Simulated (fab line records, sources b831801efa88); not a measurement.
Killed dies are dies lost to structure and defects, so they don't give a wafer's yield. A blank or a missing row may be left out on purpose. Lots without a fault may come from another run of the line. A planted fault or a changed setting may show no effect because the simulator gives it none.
A struck lot beside a sound one | flow sfq_line | 14 steps out of a route of 325
Sound: wafers L138.3, L138.4, L138.6. Struck: wafers L149.1, L149.2, L149.6. The cause comes at the end.
At each step with rows: each side's tool, then ch and its chambers, then its first start. Under that, the readings that differ: sound wafers | struck wafers | difference of the means | sigmas: that difference in standard deviations of wafers without a fault.
alike: readings whose means differ by less than 2 such deviations, and words and numbers that are the same on both sides. not compared: withheld readings, readings that some wafer has no value for, bounds like >300 that may hide the same value, and numbers for which the record gives no deviation and whose values overlap.
The two part at a step that has a row with sigmas, a row that says differs or no value, or rows on one side only. Numbers that don't overlap but have no deviation are shown without sigmas and don't part them. A reading that every wafer of one side lacks parts them only if that side has two wafers or more.

SFQ_TRILAYER_M4_ETCH_METAL_ETCH_096: etches Nb in Cl2/Ar, stops on SiO2, target depth 240 nm, time 120 s.
  sound on rie_metal-02 ch 0,1, day 53 04:13; struck on rie_metal-02 ch 0,1, day 58 04:15
  alike: drypump_motor_current_A, oes_product_au
  not compared: rf_hours_counter_h
SFQ_TRILAYER_M4_STRIP_STRIP_097: strips in O2.
  sound on rie_metal-02 ch 0,1, day 53 04:29; struck on rie_metal-02 ch 0,1, day 58 04:23
  alike: drypump_motor_current_A, oes_product_au
  not compared: rf_hours_counter_h
then, 1 step without rows for these wafers: SFQ_TRILAYER_M4_STRIP_SOLV_CLEAN_098 (cleans in NMP, time 600 s).
SFQ_TRILAYER_I4_DEP_PECVD_099: deposits SiO2 from SiH4/N2O, time 111.11 s, target thk 500 nm.
  sound on pecvd-04 ch 0,1, day 53 05:04; struck on pecvd-02 ch 0,1, day 58 05:09
  alike: heater_power_outer_w, heater_power_w, throttle_valve_pct
SFQ_TRILAYER_I4_CMP_CMP_100: polishes SiO2.
  sound on cmp-01 ch 0,3, day 53 06:31; struck on cmp-01 ch 1,2, day 58 05:14
  alike: motor_current_A, time_to_endpoint_s
SFQ_I4_BOW_MEAS_927:
  sound on film_metro-03, day 53 09:04; struck on film_metro-02, day 58 08:14
  alike: I4_BOW
SFQ_TRILAYER_I4_METRO_MEASURE_101:
  sound on film_metro-03, day 53 09:32; struck on film_metro-02, day 58 08:21
  alike: thk_nm
then, 5 steps without rows for these wafers: SFQ_TRILAYER_I4_VIA_LITHO_COAT_108 (resist thk 62 nm); SFQ_TRILAYER_I4_VIA_LITHO_COAT_103 (resist thk 650 nm); SFQ_TRILAYER_I4_VIA_LITHO_SOFTBAKE_107; SFQ_TRILAYER_I4_VIA_LITHO_EXPOSE_104 (exposes mask I4, target cd 700 nm); SFQ_TRILAYER_I4_VIA_LITHO_PEB_106 (peb time 60 s).
-- the record jumps here: 6 days lie between the struck wafers' starts before and after --
SFQ_TRILAYER_I4_VIA_LITHO_DEVELOP_105: time 60 s.
  sound on litho_track-01 ch 0, day 59 17:28; struck on litho_track-02, day 64 01:11
  no value came back on the struck wafers for chill_plate_temp_C (C), exhaust_pa (Pa); on the sound wafers chill_plate_temp_C (C) reads 22.77 23.01 23.16
  reading                                                 | sound             | struck            | difference | sigmas
  model.KrF_of_TRILAYER_I4_VIA_LITHO_COAT_103.thk_nm (nm) | 623.6 624.9 623.2 | 651.6 652.5 652.4 | +28.3      |
SFQ_I4_OVL_MEAS_928:
  sound on overlay-01, day 59 17:35; struck on overlay-02, day 64 01:20
  reading     | sound    | struck | difference                    | sigmas
  I4_OVL (nm) | -6 -5 -3 | - - -  | no value on the struck wafers |

WHERE THEY PART
First at SFQ_TRILAYER_I4_VIA_LITHO_DEVELOP_105; last, within this record, at SFQ_I4_OVL_MEAS_928.

WHY: what the simulator had put in
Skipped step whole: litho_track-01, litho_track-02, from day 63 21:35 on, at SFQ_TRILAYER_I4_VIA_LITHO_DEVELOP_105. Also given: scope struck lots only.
